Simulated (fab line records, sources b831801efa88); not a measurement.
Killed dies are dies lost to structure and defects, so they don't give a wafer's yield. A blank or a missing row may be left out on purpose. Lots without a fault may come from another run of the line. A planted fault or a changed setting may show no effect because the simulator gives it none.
A struck lot beside a sound one | flow sky130 | 43 steps out of a route of 708
Sound: wafers L630.1, L630.2, L630.6. Struck: wafer L645.4. (L645.2, L645.5 of the same lot were not struck and are left out.) The cause comes at the end.
At each step with rows: each side's tool, then ch and its chambers, then its first start. Under that, the readings that differ: sound wafers | struck wafers | difference of the means | sigmas: that difference in standard deviations of wafers without a fault.
alike: readings whose means differ by less than 2 such deviations, and words and numbers that are the same on both sides. not compared: withheld readings, readings that some wafer has no value for, bounds like >300 that may hide the same value, and numbers for which the record gives no deviation and whose values overlap.
The two part at a step that has a row with sigmas, a row that says differs or no value, or rows on one side only. Numbers that don't overlap but have no deviation are shown without sigmas and don't part them. A reading that every wafer of one side lacks parts them only if that side has two wafers or more.

first, 5 steps without rows for these wafers: SKY_VIA3_STRIP_16 (strips in O2/N2); SKY_VIA3_STRIP_17 (strips in post etch residue remover, time 1200 s); SKY_VIA3_CLEAN_18 (cleans in IPA, time 180 s); SKY_VIA3_CLEAN_19 (cleans in O3/DIW); SKY_VIA3_SPUTTER_20 (material TiN, target thk 20 nm, time 80 s).
SKY_VIA3_CVD_21: deposits W, target thk 390 nm, time 117.31 s.
  sound on cvd_w-01 ch 1, day 41 04:48; struck on cvd_w-02 ch 1, day 45 12:32
  reading            | sound       | struck | difference | sigmas
  heater_power_w (W) | 773 750 755 | 923    | +164       | +2
  not compared: since_wet_clean_h
SKY_VIA3_RS_MEAS_22: measures by four-point-probe.
  sound on film_metro-03, day 41 05:07; struck on film_metro-01, day 45 12:41
  alike: VIA3_W_RS
SKY_VIA3_THK_MEAS_23: measures by xrf.
  sound on film_metro-03, day 41 05:14; struck on film_metro-01, day 45 12:48
  alike: VIA3_W_THK
SKY_VIA3_CMP_24: polishes, stops on SiO2, t overpolish 20 s, target thk 0 nm.
  sound on cmp-02 ch 1,2,3, day 41 05:17; struck on cmp-01 ch 3, day 45 12:54
  alike: motor_current_A, overpolish_run_s, platen_rpm, time_to_endpoint_s
then, 3 steps without rows for these wafers: SKY_METAL4_SPUTTER_00 (material Ti, target thk 15 nm, time 10 s); SKY_METAL4_SPUTTER_01 (material TiN, target thk 20 nm, time 16.7 s); SKY_METAL4_SPUTTER_02 (material AlCu, target thk 735 nm, time 39.1 s).
SKY_METAL4_SPUTTER_03: material Ti, target thk 5 nm, time 3.3 s.
  sound on pvd_sputter-04, day 41 05:40; struck on pvd_sputter-04, day 45 13:14
  alike: throttle_valve_pct
SKY_METAL4_SPUTTER_04: material TiN, target thk 70 nm, time 58.3 s.
  sound on pvd_sputter-04, day 41 05:41; struck on pvd_sputter-04, day 45 13:15
  alike: throttle_valve_pct
SKY_CAP2M_CVD_00: deposits SiO2, target thk 15.5 nm.
  sound on pecvd-02 ch 0,2, day 41 05:44; struck on pecvd-04 ch 2, day 45 13:18
  reading            | sound       | struck | difference | sigmas
  heater_power_w (W) | 630 708 625 | 974    | +320       | +3
  alike: rf_fwd_power_W
SKY_CAP2M_THK_MEAS_01:
  sound on film_metro-01, day 41 05:46; struck on film_metro-01, day 45 13:20
  alike: CAP2M_CVD_00_THK
then, 1 step without rows for these wafers: SKY_CAP2M_SPUTTER_02 (material TiN, target thk 200 nm, time 166.7 s).
SKY_CAP2M_RS_MEAS_03: measures by four-point-probe.
  sound on film_metro-03, day 41 05:56; struck on film_metro-01, day 45 13:31
  alike: CAP2M_TIN_RS
SKY_CAP2M_THK_MEAS_04: measures by xrf.
  sound on film_metro-03, day 41 06:04; struck on film_metro-01, day 45 13:37
  alike: CAP2M_TIN_THK
then, 7 steps without rows for these wafers: SKY_CAP2M_DEHYDRATE_05 (time 60 s); SKY_CAP2M_HMDS_06 (prime time 60 s); SKY_CAP2M_COAT_07 (resist thk 1140 nm); SKY_CAP2M_SOFTBAKE_08 (time 60 s); SKY_CAP2M_EXPOSE_09 (exposes mask CAP2M, target cd 1000 nm); SKY_CAP2M_PEB_10; SKY_CAP2M_DEVELOP_11 (develop time 60 s).
SKY_CAP2M_OVL_MEAS_12:
  sound on overlay-02, day 42 05:32; struck on overlay-02, day 46 10:02
  alike: CAP2M_OVL
SKY_CAP2M_METAL_ETCH_13: etches TiN in Cl2/BCl3, stops on SiO2, target depth 220 nm, time 62.9 s.
  sound on rie_metal-01 ch 0, day 42 05:34; struck on rie_metal-02 ch 0, day 46 10:04
  alike: drypump_motor_current_A, oes_product_au, rf_fwd_power_W, throttle_valve_pct
  not compared: rf_hours_counter_h
then, 12 steps without rows for these wafers: SKY_CAP2M_STRIP_14 (strips in O2/N2); SKY_CAP2M_STRIP_15 (strips in post etch residue remover, time 1200 s); SKY_CAP2M_CLEAN_16 (cleans in IPA, time 180 s); SKY_CAP2M_CLEAN_17 (cleans in O3/DIW); SKY_METAL4_DEHYDRATE_05 (time 60 s); SKY_METAL4_HMDS_06 (prime time 60 s); SKY_METAL4_COAT_07 (resist thk 60 nm); SKY_METAL4_COAT_08 (resist thk 1140 nm); SKY_METAL4_SOFTBAKE_09 (time 90 s); SKY_METAL4_EXPOSE_10 (exposes mask MM4, target cd 300 nm); SKY_METAL4_PEB_11; SKY_METAL4_DEVELOP_12 (develop time 60 s).
SKY_METAL4_CD_MEAS_13: target cd 300 nm.
  sound on cd_sem-02, day 43 05:29; struck on cd_sem-02, day 47 06:52
  alike: cd_nm
SKY_METAL4_OVL_MEAS_14:
  sound on overlay-02, day 43 05:37; struck on overlay-02, day 47 06:58
  reading         | sound     | struck | difference | sigmas
  METAL4_OVL (nm) | -3 -10 -2 | 9      | +14        | +2
-- the record jumps here: 3 days lie between the struck wafers' starts before and after (it left off in module METAL4 and takes up again in module PAD_OPEN, whose first step shown is number 708 of the route) --
SKY_PAD_OPEN_PROBE_99:
  sound on prober-01, day 47 02:05; struck on prober-02, day 50 12:27
  reading                               | sound             | struck | difference | sigmas
  defect_limited_yield (%)              | 82.1 80.3 82.7    | 75.8   | -5.9       | -3
  killed_at_M4_up                       | 0 2 5             | 43     | +41        | +24
  killed_at_front_end                   | 18 17 18          | 8      | -10        | -2
  killed_dies                           | 88 97 85          | 119    | +29        | +3
  killed_on_rim                         | 16 15 18          | 32     | +16        | +4
  sort_bin_3_pad_short (%)              | 0.8 1.4 0.8       | 2.8    | +1.8       | +4
  sort_bin_5_function (%)               | 11.4 11.4 11.2    | 14.6   | +3.3       | +2
  sort_n_pass                           | 404 395 407       | 373    | -29        | -3
  sort_yield_pct (%)                    | 82.1 80.3 82.7    | 75.8   | -5.9       | -3
  model.etest.tester.sort_n_pass        | 404 395 407       | 373    | -29        |
  model.etest.tester.sort_yield_pct (%) | 82.11 80.28 82.72 | 75.81  | -5.89      |
  model.etest.tester.sort_bin_5_pct (%) | 11.38 11.38 11.18 | 14.63  | +3.32      |
  model.etest.tester.sort_bin_3_pct (%) | 0.813 1.423 0.813 | 2.846  | +1.830     |
  alike: killed_at_M0_to_M3, killed_at_contacts, killed_at_other, killed_open, killed_short, sort_bin_6_memory

WHERE THEY PART
First at SKY_VIA3_CVD_21; last, within this record, at SKY_PAD_OPEN_PROBE_99.

WHY: what the simulator had put in
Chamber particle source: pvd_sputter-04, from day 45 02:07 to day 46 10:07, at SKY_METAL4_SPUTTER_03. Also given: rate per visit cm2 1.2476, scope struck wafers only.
